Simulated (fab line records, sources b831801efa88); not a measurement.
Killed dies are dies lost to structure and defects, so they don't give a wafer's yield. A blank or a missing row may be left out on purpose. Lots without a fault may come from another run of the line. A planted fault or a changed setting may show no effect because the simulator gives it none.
One fault seen from 2 desks | flow sky130 | each desk has only its own numbers; what lay behind them comes last

THE TOOL OWNER'S DESK: litho_track-02
The tool's own readings at SKY_LDD_N_COAT_02 (resist thk 300 nm): means of the sampled wafers that have a number, for each lot that ran on this tool. A lot is out of limits, marked OUT, if its mean lies more than 4 standard deviations from the usual mean; the brackets give that distance.
Columns: A = chill_plate_temp_C at SKY_LDD_N_COAT_02, usual 23.04 C; B = dispense_pressure_kPa at SKY_LDD_N_COAT_02, usual 53.5 kPa
lot  | first seen here | A     | B
L847 | day 17 12:44    | 23.23 | 50.2
L849 | day 18 01:53    | 22.93 | 50.2
L855 | day 20 12:44    | 23.16 | 50.2
L857 | day 21 00:50    | 23.04 | 50.2
L870 | day 25 10:07    | 23.02 | 50.1
This desk's finding: nothing out of limits on any of the 5 lots.

THE METROLOGY DESK
What the gauges read, lot by lot, whatever tool the lot ran on: means of the sampled wafers that have a number. A lot is out of limits, marked OUT, if its mean lies more than 4 standard deviations from the usual mean; the brackets give that distance.
Columns: A = LDD_N_OVL at SKY_LDD_N_OVL_MEAS_07, usual -0.2 nm; B = LDD_P_TW at SKY_LDD_P_TW_MEAS_11, usual 635; C = LDD_HVN_TW at SKY_LDD_HVN_TW_MEAS_10, usual 1435; D = SD_P_OVL at SKY_SD_P_OVL_MEAS_08, usual -0.5 nm
lot  | first seen here | A    | B                      | C                      | D
L847 | day 18 03:08    | 1.9  | 644                    | 1427                   | 0.7
L848 | day 18 16:47    | -0.6 | 637                    | 1437                   | -0.2
L849 | day 18 16:58    | 0.9  | 639                    | 1429                   | -0.7
L850 | day 18 18:56    | -0.1 | 637                    | 1431                   | 0.6
L851 | day 19 07:12    | 0.0  | 638                    | 1431                   | 0.7
L852 | day 19 21:02    | 2.7  | 637                    | 1433                   | 0.3
L854 | day 20 21:30    | -1.1 | 633                    | 1434                   | 0.1
L855 | day 21 04:30    | -0.1 | 632                    | 1435                   | -2.0
L857 | day 21 16:17    | -1.3 | 633                    | 1442                   | 0.8
L862 | day 24 18:34    | -    | 2564 (+99 or more) OUT | 2686 (+99 or more) OUT | 0.2
L863 | day 24 23:24    | -    | 2585 (+99 or more) OUT | 2704 (+99 or more) OUT | -3.8
L868 | day 25 08:05    | -0.2 | 639                    | 1436                   | -0.7
L869 | day 25 15:04    | 0.9  | 639                    | 1441                   | 0.0
L870 | day 26 00:27    | -1.1 | 628                    | 1449                   | -0.8
This desk's finding: out of limits on L862, L863; first on L862, day 24 18:34 (LDD_P_TW at SKY_LDD_P_TW_MEAS_11). In limits: L847, L848, L849, L850, L851, L852, L854, L855, L857, L868, L869, L870.

PUT TOGETHER
The metrology desk could have raised an alarm at day 24 18:34, on L862, L863.
The tool owner's desk saw nothing out of limits.
The tool owner's desk has no number on record for L862, L863.
Of the lots named, all ran SKY_LDD_N_COAT_02 on litho_track-02.

WHAT THE SIMULATOR HAD PUT IN
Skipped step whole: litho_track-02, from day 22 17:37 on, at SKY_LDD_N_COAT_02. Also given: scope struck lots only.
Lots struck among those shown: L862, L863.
Hours from the fault's start to each desk's first reading out of limits: the metrology desk, 49.
